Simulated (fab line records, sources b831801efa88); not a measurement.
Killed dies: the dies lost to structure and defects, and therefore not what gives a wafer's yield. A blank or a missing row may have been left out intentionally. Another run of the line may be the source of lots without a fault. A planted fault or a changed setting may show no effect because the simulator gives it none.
fab line records	flow sfqLine
record: lots: 7	wafers: 21	lastDay: 78
route steps=325 shown M7@285 I7@296 M8@311
lots with no fault: from the same line, run without faults
startH: hours from the record's opening day to when the first of the lot's shown wafers began	waitH: time in hours since the lot's previous step	" identical to the entry in the row above	L1.1+2: several wafers, shown together as one row	- value missing, or start not given	* or withheld: withheld	< > ~ a bound
route shown NAME@n: NAME is a module with steps in the file, n the number in the route of the first one	usual: mean and standard deviation over wafers with no fault	same: alike in all rows	chamber/n: place in a boat	sites: per-site readings	_std_site: the standard deviation of these	_edge_site: mean of outer sites minus mean of inner sites	radiusMm: how far each site lies from the wafer's centre	mask NAME#n: copy n	behind: the last tool/chamber to shape the wafer	hold: what put the lot on hold/how long, in hours/how the hold closed	device: transistor that didn't switch, given as n, p or np	end of line: tests of these same wafers at the route's end	where a step has no rows: the recipe by itself	killed: dies lost to structure and defects at the first sort, not the wafer's yield	map: a wafer's dies, x killed, . not, _ none there
set.NAME: the setting as run; set.NAME@STEP: as run at that earlier step	model.NAME: the simulator's own value behind a step, which no gauge read
lots at selected steps of the route; one table per step, one row per wafer
services: a tool's chamber out of use, with start hour (startH, from the record's first day; less than 0 if before it), hours out, and reason
== steps ==
step: SFQ_TRILAYER_M7_LITHO_COAT_182
recipe: resist: BARC	spinRpm: 3000	resistThkNm: 62
step: SFQ_TRILAYER_M7_LITHO_COAT_177
recipe: resist: KrF	spinRpm: 3000	resistThkNm: 600
step: SFQ_TRILAYER_M7_LITHO_SOFTBAKE_181
recipe: tempC: withheld	timeS: withheld	resist: KrF
step: SFQ_TRILAYER_M7_LITHO_EXPOSE_178
recipe: maskId: M7	na: 0.6	sourceShape: conventional	sigmaOuter: 0.65	targetCdNm: 500	doseMj: 14.4
step: SFQ_TRILAYER_M7_LITHO_PEB_180
recipe: pebTempC: 115	pebTimeS: 60	resist: KrF
step: SFQ_TRILAYER_M7_LITHO_DEVELOP_179
recipe: timeS: 60	resist: KrF
step: SFQ_M7_OVL_MEAS_945
usual: M7_OVL: -1/5.3
lot.wafer	tool	chamber	startH	waitH	M7_OVL[nm]
L657.1	overlay-02	-	1542.84	0.1	2
L657.2	"	-	"	"	2
L657.4	"	-	"	"	-6
L659.3	overlay-01	-	1557.58	0.1	-2
L659.4	"	-	"	"	10
L659.5	"	-	"	"	2
L660.1	overlay-02	-	1659.03	0.1	9
L660.2	"	-	"	"	7
L660.5	"	-	"	"	9
L662.1	overlay-02	-	1661.43	0.1	-1
L662.4	"	-	"	"	2
L662.5	"	-	"	"	-11
L663.1	overlay-02	-	1668.79	0.1	0
L663.3	"	-	"	"	-4
L663.5	"	-	"	"	-4
L670.2	overlay-01	-	1697.72	0.1	-4
L670.5	"	-	"	"	2
L670.6	"	-	"	"	-1
L673.1	overlay-01	-	1704.91	0.1	0
L673.2	"	-	"	"	1
L673.5	"	-	"	"	-2
step: SFQ_TRILAYER_M7_BARC_OPEN_METAL_ETCH_229
recipe: maskMaterial: PR	chemistry: O2	targetDepthNm: 125	target: BARC	icpW: 600	biasW: 80	pressureMtorr: 10	timeS: 41.7
usual: drypumpMotorCurrentA: 5.94/0.29	oesProductAu: 0.685/0.0047
lot.wafer	tool	chamber	startH	waitH	drypumpMotorCurrentA	oesProductAu	rfHoursCounterH
L657.1	rieMetal-02	0	1542.87	0.0	5.56	0.689	10
L657.2	"	1	"	"	5.79	0.680	105
L657.4	"	1	"	"	5.75	0.679	-
L659.3	rieMetal-04	1	1557.62	0.0	6.07	0.689	-
L659.4	"	0	"	"	5.86	0.686	-
L659.5	"	1	"	"	6.08	0.693	-
L660.1	rieMetal-03	0	1659.06	0.0	5.89	0.689	123
L660.2	"	1	"	"	6.59	0.684	33
L660.5	"	0	"	"	5.89	0.682	-
L662.1	rieMetal-04	0	1661.46	0.0	5.85	0.680	111
L662.4	"	0	"	"	5.85	0.681	-
L662.5	"	0	"	"	5.81	0.677	-
L663.1	rieMetal-04	1	1668.83	0.0	6.09	0.685	137
L663.3	"	0	"	"	5.83	0.686	-
L663.5	"	0	"	"	5.82	0.688	-
L670.2	rieMetal-03	0	1697.75	0.0	5.92	0.693	128
L670.5	"	1	"	"	6.61	0.689	-
L670.6	"	0	"	"	5.93	0.684	-
L673.1	rieMetal-02	0	1704.95	0.0	5.55	0.681	26
L673.2	"	1	"	"	5.79	0.680	121
L673.5	"	0	"	"	5.55	0.683	-
step: SFQ_TRILAYER_M7_ETCH_METAL_ETCH_180
recipe: target: Nb	stopOn: SiO2	maskMaterial: PR	chemistry: Cl2/Ar	targetDepthNm: 240	icpW: 600	biasW: 80	pressureMtorr: 10	timeS: 120
usual: drypumpMotorCurrentA: 5.94/0.29	oesProductAu: 0.892/0.0092
lot.wafer	tool	chamber	startH	waitH	drypumpMotorCurrentA	oesProductAu	rfHoursCounterH
L657.1	rieMetal-02	0	1542.93	0.0	5.56	0.889	10
L657.2	"	1	"	"	5.74	0.879	105
L657.4	"	1	"	"	5.72	0.894	-
L659.3	rieMetal-04	1	1557.70	0.1	6.08	0.889	-
L659.4	"	0	"	"	5.81	0.892	-
L659.5	"	1	"	"	6.09	0.897	-
L660.1	rieMetal-03	0	1659.12	0.0	5.92	0.876	123
L660.2	"	1	"	"	6.55	0.865	33
L660.5	"	0	"	"	5.92	0.878	-
L662.1	rieMetal-04	0	1661.52	0.0	5.84	0.895	111
L662.4	"	0	"	"	5.84	0.885	-
L662.5	"	0	"	"	5.82	0.893	-
L663.1	rieMetal-04	1	1668.89	0.0	6.08	0.879	137
L663.3	"	0	"	"	5.86	0.891	-
L663.5	"	0	"	"	5.83	0.887	-
L670.2	rieMetal-03	0	1697.81	0.0	5.89	0.899	128
L670.5	"	1	"	"	6.58	0.907	-
L670.6	"	0	"	"	5.91	0.898	-
L673.1	rieMetal-02	0	1705.01	0.0	5.57	0.906	26
L673.2	"	1	"	"	5.78	0.888	121
L673.5	"	0	"	"	5.56	0.892	-
step: SFQ_TRILAYER_M7_STRIP_STRIP_181
recipe: gas: O2	powerW: 200	platenTempC: 40	overashFraction: 0.65	chemistry: O2	pressureMtorr: 50
usual: drypumpMotorCurrentA: 5.94/0.3	oesProductAu: 0.991/0.012
lot.wafer	tool	chamber	startH	waitH	drypumpMotorCurrentA	oesProductAu	rfHoursCounterH
L657.1	rieMetal-02	0	1543.06	0.1	5.53	0.998	10
L657.2	"	1	"	"	5.77	1.001	106
L657.4	"	1	"	"	5.73	1.003	-
L659.3	rieMetal-04	1	1557.99	0.2	6.09	0.979	-
L659.4	"	0	"	"	5.84	0.981	-
L659.5	"	1	"	"	6.08	0.979	-
L660.1	rieMetal-03	0	1659.25	0.1	5.92	0.995	124
L660.2	"	1	"	"	6.62	0.983	33
L660.5	"	0	"	"	5.92	0.995	-
L662.1	rieMetal-04	0	1661.65	0.1	5.85	0.987	111
L662.4	"	0	"	"	5.84	0.993	-
L662.5	"	0	"	"	5.87	0.985	-
L663.1	rieMetal-04	1	1669.01	0.1	6.07	0.982	137
L663.3	"	0	"	"	5.82	0.985	-
L663.5	"	0	"	"	5.85	0.993	-
L670.2	rieMetal-03	0	1697.94	0.1	5.91	1.000	129
L670.5	"	1	"	"	6.58	0.993	-
L670.6	"	0	"	"	5.91	1.005	-
L673.1	rieMetal-02	0	1705.14	0.1	5.57	0.994	26
L673.2	"	1	"	"	5.76	1.009	122
L673.5	"	0	"	"	5.56	0.998	-
step: SFQ_TRILAYER_M7_STRIP_SOLV_CLEAN_182
recipe: chemistry: NMP	tempC: 70	timeS: 600
step: SFQ_TRILAYER_I7_DEP_PECVD_183
recipe: material: SiO2	tempC: 150	timeS: 111.11	pressureTorr: 2.4	rfW: 183.3	precursor: SiH4/N2O	targetThkNm: 500
usual: heaterPowerW: 77/12	showerheadVppV: 834/25	throttleValvePct: 25.5/1.4
lot.wafer	tool	chamber	startH	waitH	heaterPowerW	showerheadVppV	throttleValvePct
L657.1	pecvd-02	2	1543.83	0.0	65	859	25.9
L657.2	"	1	"	"	67	865	26.0
L657.4	"	1	"	"	65	854	26.1
L659.3	pecvd-03	0	1558.56	0.0	80	794	23.1
L659.4	"	2	"	"	66	853	27.1
L659.5	"	1	"	"	85	843	25.2
L660.1	pecvd-02	2	1660.02	0.0	70	833	25.8
L660.2	"	0	"	"	59	836	24.3
L660.5	"	2	"	"	57	833	26.2
L662.1	pecvd-04	0	1662.42	0.0	80	848	26.2
L662.4	"	2	"	"	93	825	27.0
L662.5	"	1	"	"	65	797	24.2
L663.1	pecvd-04	1	1669.79	0.0	75	810	24.7
L663.3	"	0	"	"	88	857	26.4
L663.5	"	0	"	"	91	873	26.6
L670.2	pecvd-03	0	1698.71	0.0	74	799	23.2
L670.5	"	0	"	"	81	796	23.1
L670.6	"	2	"	"	68	861	27.0
L673.1	pecvd-04	0	1705.91	0.0	90	850	26.9
L673.2	"	1	"	"	78	811	24.4
L673.5	"	2	"	"	88	843	27.3
step: SFQ_TRILAYER_I7_CMP_CMP_184
recipe: material: SiO2	downForcePsi: 3	platenRpm: 60	padVelocityMS: 0.94248
usual: motorCurrentA: 10.6/1	retainingRingPressureFrac: 1.000/0.005	timeToEndpointS: 212/7.8
lot.wafer	tool	chamber	startH	waitH	motorCurrentA	retainingRingPressureFrac	timeToEndpointS	model.SiO2_of_TRILAYER_I7_DEP_PECVD_183.thkNm
L657.2	cmp-02	3	1559.37	15.5	10.8	1.003	210	198.3
L657.1	"	0	"	"	10.3	0.996	216	200.3
L657.4	"	1	"	"	9.3	1.002	225	199.8
L659.3	cmp-02	3	1568.87	10.3	11.1	1.003	195	199.4
L659.4	"	1	1569.87	11.2	9.4	0.993	219	200.7
L659.5	"	2	"	"	9.4	0.999	213	202.1
L660.1	cmp-02	2	1661.10	1.0	9.7	0.990	270	301.3
L660.2	"	3	"	"	11.0	1.001	280	303
L660.5	"	1	1662.60	2.5	8.8	1.010	210	198.5
L662.4	cmp-02	0	1663.10	0.6	10.0	0.995	279	303.4
L662.1	"	2	1664.10	1.6	9.5	0.998	271	299.9
L662.5	"	1	1665.60	3.1	9.5	0.992	210	197.4
L663.1	cmp-02	3	1670.30	0.5	11.4	1.006	265	298.3
L663.3	"	0	"	"	9.7	0.997	219	200.7
L663.5	"	0	1672.80	2.9	10.3	1.001	216	200.7
L670.2	cmp-01	3	1699.83	1.1	11.3	1.000	197	202.4
L670.5	"	1	1700.83	2.0	12.8	1.000	210	201
L670.6	"	2	"	"	11.1	0.995	212	198.2
L673.2	cmp-01	2	1707.04	1.1	10.3	0.996	203	199.5
L673.1	"	3	"	"	10.9	0.996	206	200.4
L673.5	"	0	"	"	10.6	1.000	215	200.3
step: SFQ_I7_BOW_MEAS_946
recipe: mode: bow
usual: I7_BOW: 9/12
lot.wafer	tool	chamber	startH	waitH	I7_BOW[um]
L657.1	filmMetro-03	-	1562.37	2.0	40
L657.2	"	-	"	"	27
L657.4	"	-	"	"	17
L659.3	filmMetro-01	-	1571.41	2.0	9
L659.4	"	-	"	"	11
L659.5	"	-	"	"	13
L660.1	filmMetro-02	-	1663.10	1.5	14
L660.2	"	-	"	"	19
L660.5	"	-	"	"	4
L660.1	filmMetro-02	-	1664.42	1.3	-
L660.2	"	-	"	"	-
L660.5	"	-	"	"	-
L662.1	filmMetro-03	-	1666.10	1.5	-20
L662.4	"	-	"	"	-16
L662.5	"	-	"	"	-13
L662.1	filmMetro-03	-	1667.42	1.3	-
L662.4	"	-	"	"	-
L662.5	"	-	"	"	-
L663.1	filmMetro-01	-	1673.30	2.5	1
L663.3	"	-	"	"	-4
L663.5	"	-	"	"	-11
L663.1	filmMetro-01	-	1674.62	1.3	-
L663.3	"	-	"	"	-
L663.5	"	-	"	"	-
L670.2	filmMetro-03	-	1701.85	1.5	4
L670.5	"	-	"	"	-6
L670.6	"	-	"	"	2
L673.1	filmMetro-03	-	1709.04	1.0	-16
L673.2	"	-	"	"	-12
L673.5	"	-	"	"	-14
step: SFQ_TRILAYER_I7_METRO_MEASURE_185
usual: thkNm: 199.8/1.2
lot.wafer	tool	chamber	startH	waitH	thkNm
L657.1	filmMetro-03	-	1562.49	0.1	200.3
L657.2	"	-	"	"	198.2
L657.4	"	-	"	"	199.8
L659.3	filmMetro-01	-	1571.89	0.5	199.4
L659.4	"	-	"	"	200.8
L659.5	"	-	"	"	202.2
L660.1	filmMetro-02	-	1669.59	5.2	301.3
L660.2	"	-	"	"	303.4
L660.5	"	-	"	"	198.6
L660.1	filmMetro-02	-	1671.62	1.8	301.3
L660.2	"	-	"	"	302.8
L660.5	"	-	"	"	198.7
L662.1	filmMetro-03	-	1669.60	2.2	299.7
L662.4	"	-	"	"	303.4
L662.5	"	-	"	"	197.4
L662.1	filmMetro-03	-	1670.96	1.2	300.0
L662.4	"	-	"	"	303.6
L662.5	"	-	"	"	197.2
L663.1	filmMetro-01	-	1679.32	4.7	298.3
L663.3	"	-	"	"	200.8
L663.5	"	-	"	"	200.6
L663.1	filmMetro-01	-	1683.10	3.6	298.3
L663.3	"	-	"	"	200.9
L663.5	"	-	"	"	200.7
L670.2	filmMetro-03	-	1702.15	0.3	202.3
L670.5	"	-	"	"	201.1
L670.6	"	-	"	"	198.1
L673.1	filmMetro-03	-	1709.16	0.1	200.5
L673.2	"	-	"	"	199.5
L673.5	"	-	"	"	200.4
step: SFQ_TRILAYER_I7_VIA_LITHO_COAT_192
recipe: resist: BARC	spinRpm: 3000	resistThkNm: 62
step: SFQ_TRILAYER_I7_VIA_LITHO_COAT_187
recipe: resist: KrF	spinRpm: 3000	resistThkNm: 650
step: SFQ_TRILAYER_I7_VIA_LITHO_SOFTBAKE_191
recipe: tempC: withheld	timeS: withheld	resist: KrF
step: SFQ_TRILAYER_I7_VIA_LITHO_EXPOSE_188
recipe: maskId: I7	na: 0.6	sourceShape: conventional	sigmaOuter: 0.65	targetCdNm: 1000	doseMj: 21.3
step: SFQ_TRILAYER_I7_VIA_LITHO_PEB_190
recipe: pebTempC: 115	pebTimeS: 60	resist: KrF
step: SFQ_TRILAYER_I7_VIA_LITHO_DEVELOP_189
recipe: timeS: 60	resist: KrF
step: SFQ_I7_OVL_MEAS_947
usual: I7_OVL: 3/6.8
lot.wafer	tool	chamber	startH	waitH	I7_OVL[nm]
L657.1	overlay-02	-	1662.63	0.1	-1
L657.2	"	-	"	"	3
L657.4	"	-	"	"	5
L659.3	overlay-02	-	1673.60	0.1	11
L659.4	"	-	"	"	1
L659.5	"	-	"	"	4
L660.1	overlay-02	-	1754.36	0.1	-11
L660.2	"	-	"	"	3
L660.5	"	-	"	"	1
L662.1	overlay-01	-	1759.16	0.1	-7
L662.4	"	-	"	"	-5
L662.5	"	-	"	"	-3
L663.1	overlay-01	-	1762.76	0.1	-9
L663.3	"	-	"	"	-6
L663.5	"	-	"	"	-1
L670.2	overlay-02	-	1788.01	0.1	-8
L670.5	"	-	"	"	1
L670.6	"	-	"	"	1
L673.1	overlay-02	-	1795.21	0.1	-5
L673.2	"	-	"	"	-4
L673.5	"	-	"	"	-4
step: SFQ_TRILAYER_I7_VIA_BARC_OPEN_VIA_ETCH_260
recipe: maskMaterial: PR	chemistry: O2	targetDepthNm: 125	target: BARC	sourceW: 500	biasW: 80	pressureMtorr: 30	timeS: 41.7
usual: drypumpMotorCurrentA: 5.9/0.56	oesProductAu: 0.685/0.0045
lot.wafer	tool	chamber	startH	waitH	drypumpMotorCurrentA	oesProductAu	rfHoursCounterH
L657.1	rieDiel-01	2	1662.66	0.0	6.3	0.688	21
L657.2	"	0	"	"	4.9	0.682	14
L657.4	"	1	"	"	6.0	0.673	21
L659.3	rieDiel-03	3	1673.63	0.0	4.9	0.690	21
L659.4	"	0	"	"	6.3	0.685	6
L659.5	"	2	"	"	6.2	0.681	-
L660.1	rieDiel-01	1	1754.40	0.0	6.0	0.685	21
L660.2	"	2	"	"	6.3	0.680	22
L660.5	"	2	"	"	6.3	0.692	-
L662.1	rieDiel-01	2	1759.20	0.0	6.3	0.698	22
L662.4	"	3	"	"	5.9	0.690	16
L662.5	"	1	"	"	6.0	0.684	-
L663.1	rieDiel-03	1	1762.80	0.0	6.3	0.687	17
L663.3	"	3	"	"	4.9	0.684	22
L663.5	"	3	"	"	4.9	0.686	-
L670.2	rieDiel-04	3	1788.04	0.0	5.7	0.688	3
L670.5	"	2	"	"	6.7	0.685	-
L670.6	"	3	"	"	5.8	0.683	-
L673.1	rieDiel-01	0	1795.24	0.0	4.9	0.679	16
L673.2	"	2	"	"	6.3	0.682	22
L673.5	"	1	"	"	6.0	0.680	-
step: SFQ_TRILAYER_I7_VIA_ETCH_VIA_ETCH_190
recipe: target: SiO2	stopOn: Nb	maskMaterial: PR	taperDeg: 20	chemistry: CHF3	targetDepthNm: 260	sourceW: 500	biasW: 80	pressureMtorr: 30	timeS: withheld
usual: drypumpMotorCurrentA: 5.9/0.56	oesProductAu: 0.854/0.0058
lot.wafer	tool	chamber	startH	waitH	drypumpMotorCurrentA	oesProductAu	model.etch.depthNm	model.I7.featureDepthNm
L657.1	rieDiel-01	2	1662.70	0.0	6.3	0.857	200.3	200.3
L657.2	"	0	"	"	4.9	0.842	198.3	198.3
L657.4	"	1	"	"	6.0	0.856	199.8	199.8
L659.3	rieDiel-03	3	1673.67	0.0	4.9	0.848	199.4	199.4
L659.4	"	0	"	"	6.3	0.856	200.7	200.7
L659.5	"	2	"	"	6.3	0.856	202.1	202.1
L660.1	rieDiel-01	1	1754.44	0.0	6.0	1.001	262.3	262.3
L660.2	"	2	"	"	6.2	1.013	263.7	263.7
L660.5	"	2	"	"	6.2	0.849	198.5	198.5
L662.1	rieDiel-01	2	1759.24	0.0	6.3	0.996	260.7	260.7
L662.4	"	3	"	"	5.9	1.018	265.2	265.2
L662.5	"	1	"	"	6.0	0.848	197.4	197.4
L663.1	rieDiel-03	1	1762.84	0.0	6.3	1.011	265.8	265.8
L663.3	"	3	"	"	4.9	0.863	200.7	200.7
L663.5	"	3	"	"	4.9	0.855	200.7	200.7
L670.2	rieDiel-04	3	1788.08	0.0	5.7	0.861	202.4	202.4
L670.5	"	2	"	"	6.7	0.864	201	201
L670.6	"	3	"	"	5.8	0.853	198.2	198.2
L673.1	rieDiel-01	0	1795.28	0.0	4.9	0.863	200.4	200.4
L673.2	"	2	"	"	6.3	0.853	199.5	199.5
L673.5	"	1	"	"	6.0	0.853	200.3	200.3
step: SFQ_TRILAYER_I7_VIA_STRIP_STRIP_191
recipe: gas: O2	powerW: 200	platenTempC: 40	overashFraction: 0.65	chemistry: O2	pressureMtorr: 50
step: SFQ_TRILAYER_I7_VIA_STRIP_SOLV_CLEAN_192
recipe: chemistry: NMP	tempC: 70	timeS: 600
step: SFQ_TRILAYER_M8_LITHO_LOR_COAT_197
recipe: resist: lift-off	spinRpm: 3000
step: SFQ_TRILAYER_M8_LITHO_LOR_BAKE_198
recipe: resist: lift-off	tempC: withheld	timeS: withheld
step: SFQ_TRILAYER_M8_LITHO_COAT_193
recipe: resist: KrF	spinRpm: 3000	resistThkNm: 600
step: SFQ_TRILAYER_M8_LITHO_SOFTBAKE_199
recipe: tempC: withheld	timeS: withheld	resist: KrF
step: SFQ_TRILAYER_M8_LITHO_EXPOSE_194
recipe: maskId: M8	na: 0.6	sourceShape: conventional	sigmaOuter: 0.65	targetCdNm: 2000	doseMj: 14.4
step: SFQ_TRILAYER_M8_LITHO_PEB_196
recipe: pebTempC: 115	pebTimeS: 60	resist: KrF
step: SFQ_TRILAYER_M8_LITHO_DEVELOP_195
recipe: imgClearS: 15	timeS: 55	resist: KrF
step: SFQ_M8_OVL_MEAS_948
usual: M8_OVL: -2/5.4
lot.wafer	tool	chamber	startH	waitH	M8_OVL[nm]
L657.1	overlay-02	-	1666.52	0.1	-1
L657.2	"	-	"	"	-4
L657.4	"	-	"	"	-3
L659.3	overlay-02	-	1681.86	0.1	-8
L659.4	"	-	"	"	-3
L659.5	"	-	"	"	-12
L660.1	overlay-02	-	1758.24	0.1	1
L660.2	"	-	"	"	4
L660.5	"	-	"	"	8
L662.1	overlay-02	-	1762.92	0.1	-8
L662.4	"	-	"	"	-5
L662.5	"	-	"	"	-7
L663.1	overlay-02	-	1766.52	0.1	-1
L663.3	"	-	"	"	-2
L663.5	"	-	"	"	0
L670.2	overlay-01	-	1862.66	0.1	-4
L670.5	"	-	"	"	-4
L670.6	"	-	"	"	-5
L673.1	overlay-01	-	1868.65	0.1	7
L673.2	"	-	"	"	8
L673.5	"	-	"	"	13
step: SFQ_TRILAYER_M8_DEP_EVAP_197
recipe: material: Ti	angularSpreadDeg: 1	targetThkNm: 20	timeS: 100	powerW: 2000
step: SFQ_TRILAYER_M8_DEP_EVAP_198
recipe: material: Pt	angularSpreadDeg: 1	targetThkNm: 50	timeS: 250	powerW: 2000
step: SFQ_TRILAYER_M8_DEP_EVAP_196
recipe: material: Au	angularSpreadDeg: 1	targetThkNm: 180	timeS: 900	powerW: 2000
step: SFQ_M8_RS_MEAS_949
recipe: thkMeasGauge: four-point-probe	reads: Au_of_TRILAYER_M8_DEP_EVAP_196+Pt_of_TRILAYER_M8_DEP_EVAP_198+Ti_of_TRILAYER_M8_DEP_EVAP_197
usual: M8_AU_RS: 0.1531/0.0019
lot.wafer	tool	chamber	startH	waitH	M8_AU_RS[ohm/sq]
L657.1	filmMetro-04	-	1667.30	0.3	0.1530
L657.2	"	-	"	"	0.1524
L657.4	"	-	"	"	0.1525
L659.3	filmMetro-04	-	1682.67	0.3	0.1506
L659.4	"	-	"	"	0.1543
L659.5	"	-	"	"	0.1518
L660.1	filmMetro-01	-	1759.02	0.3	0.1531
L660.2	"	-	"	"	0.1528
L660.5	"	-	"	"	0.1542
L662.1	filmMetro-01	-	1763.70	0.3	0.1522
L662.4	"	-	"	"	0.1507
L662.5	"	-	"	"	0.1525
L663.1	filmMetro-03	-	1767.30	0.3	0.1543
L663.3	"	-	"	"	0.1537
L663.5	"	-	"	"	0.1553
L670.2	filmMetro-04	-	1863.45	0.3	0.1522
L670.5	"	-	"	"	0.1514
L670.6	"	-	"	"	0.1525
L673.1	filmMetro-01	-	1869.43	0.3	0.1576
L673.2	"	-	"	"	0.1576
L673.5	"	-	"	"	0.1566
step: SFQ_M8_THK_MEAS_950
recipe: thkMeasGauge: xrf	reads: Au_of_TRILAYER_M8_DEP_EVAP_196
usual: M8_AU_THK: 182.4/2.2
lot.wafer	tool	chamber	startH	waitH	M8_AU_THK[nm]
L657.1	filmMetro-04	-	1667.42	0.1	181.8
L657.2	"	-	"	"	182.9
L657.4	"	-	"	"	182.2
L659.3	filmMetro-04	-	1682.77	0.1	184.4
L659.4	"	-	"	"	179.8
L659.5	"	-	"	"	181.5
L660.1	filmMetro-01	-	1759.14	0.1	182.4
L660.2	"	-	"	"	183.7
L660.5	"	-	"	"	182.1
L662.1	filmMetro-01	-	1763.82	0.1	184.7
L662.4	"	-	"	"	185.2
L662.5	"	-	"	"	183.3
L663.1	filmMetro-03	-	1767.42	0.1	179.0
L663.3	"	-	"	"	181.1
L663.5	"	-	"	"	178.6
L670.2	filmMetro-04	-	1863.56	0.1	181.6
L670.5	"	-	"	"	182.7
L670.6	"	-	"	"	182.0
L673.1	filmMetro-01	-	1869.55	0.1	177.7
L673.2	"	-	"	"	177.6
L673.5	"	-	"	"	179.8
step: SFQ_TRILAYER_M8_LIFTOFF_LIFTOFF_197
recipe: tempC: 80	timeS: 600	chemistry: NMP
step: SFQ_M8_BOW_MEAS_951
recipe: mode: bow
usual: M8_BOW: 10/12
lot.wafer	tool	chamber	startH	waitH	M8_BOW[um]	model.etest.i7.linkOhm
L657.1	filmMetro-01	-	1667.65	0.0	38	1.055
L657.2	"	-	"	"	26	1.054
L657.4	"	-	"	"	15	1.053
L659.3	filmMetro-03	-	1683.02	0.0	12	1.058
L659.4	"	-	"	"	14	1.056
L659.5	"	-	"	"	14	1.051
L660.1	filmMetro-03	-	1759.38	0.0	17	1e+06
L660.2	"	-	"	"	21	1e+06
L660.5	"	-	"	"	7	1.089
L662.1	filmMetro-04	-	1764.07	0.0	-20	1e+06
L662.4	"	-	"	"	-17	1e+06
L662.5	"	-	"	"	-13	1.056
L663.1	filmMetro-04	-	1767.65	0.0	3	1e+06
L663.3	"	-	"	"	-3	1.065
L663.5	"	-	"	"	-9	1.065
L670.2	filmMetro-01	-	1863.81	0.0	3	1.045
L670.5	"	-	"	"	-7	1.04
L670.6	"	-	"	"	0	1.047
L673.1	filmMetro-03	-	1869.79	0.0	-16	1.045
L673.2	"	-	"	"	-10	1.048
L673.5	"	-	"	"	-12	1.049
== services ==
tool	chamber	startH	hours	kind
rieDiel-01	1	1519.49	3.8	repair
rieMetal-02	-	1520.03	0.5	repair
filmMetro-01	-	1521.91	0.6	pm
pecvd-03	2	1525.99	4.8	repair
rieDiel-01	0	1541.24	1.7	repair
cmp-02	-	1553.40	3.0	repair
rieMetal-04	1	1571.61	17.6	repair
cmp-02	-	1581.50	7.3	pm
filmMetro-03	-	1586.67	0.7	pm
pecvd-04	-	1596.39	2.8	pm
cmp-02	-	1636.67	5.0	repair
cmp-02	-	1649.16	0.5	repair
rieMetal-02	-	1651.00	14.6	pm
rieDiel-03	1	1664.96	7.5	repair
filmMetro-03	-	1678.84	1.7	pm
filmMetro-01	-	1681.38	1.7	pm
rieDiel-01	-	1707.91	1.4	repair
cmp-02	-	1730.71	5.9	pm
filmMetro-03	-	1741.15	0.5	pm
filmMetro-03	-	1742.70	0.3	pm
rieMetal-02	1	1743.06	14.4	repair
filmMetro-01	-	1747.07	0.1	pm
filmMetro-01	-	1766.91	0.8	pm
cmp-02	-	1777.64	4.0	pm
== key ==
firstSign: step: SFQ_TRILAYER_I7_CMP_CMP_184	reading: timeToEndpointS	direction: up	sigmas: 7.8	usual: *	struck: *
effect: step: SFQ_I7_BOW_MEAS_946	reading: visit	direction: added
effect: step: SFQ_TRILAYER_I7_METRO_MEASURE_185	reading: visit	direction: added
effect: step: SFQ_TRILAYER_I7_METRO_MEASURE_185	reading: thkNm	direction: up	sigmas: 83	usual: 199.8	struck: 301.2
effect: step: SFQ_TRILAYER_I7_VIA_ETCH_VIA_ETCH_190	reading: oesProductAu	direction: up	sigmas: 27	usual: 0.854	struck: 1.007
modelEffect: step: SFQ_TRILAYER_I7_CMP_CMP_184	value: SiO2_of_TRILAYER_I7_DEP_PECVD_183.thkNm	without: 198.6	struck: 301.2
modelEffect: step: SFQ_TRILAYER_I7_VIA_ETCH_VIA_ETCH_190	value: etch.depthNm	without: 198.6	struck: 263.5
modelEffect: step: SFQ_M8_BOW_MEAS_951	value: etest.i7.linkOhm	without: 1.071	struck: 1e+06
metAt SFQ_TRILAYER_I7_CMP_CMP_184
struckWafers L660.1,L660.2,L662.1,L662.4,L663.1
fault: kind: processParameterDrift	tool: cmp-02	chamber: -	onsetH: 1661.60	steps: SFQ_TRILAYER_I7_CMP_CMP_184	channel: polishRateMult	offset: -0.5	shape: step	endH: 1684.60	scope: struckWafersOnly
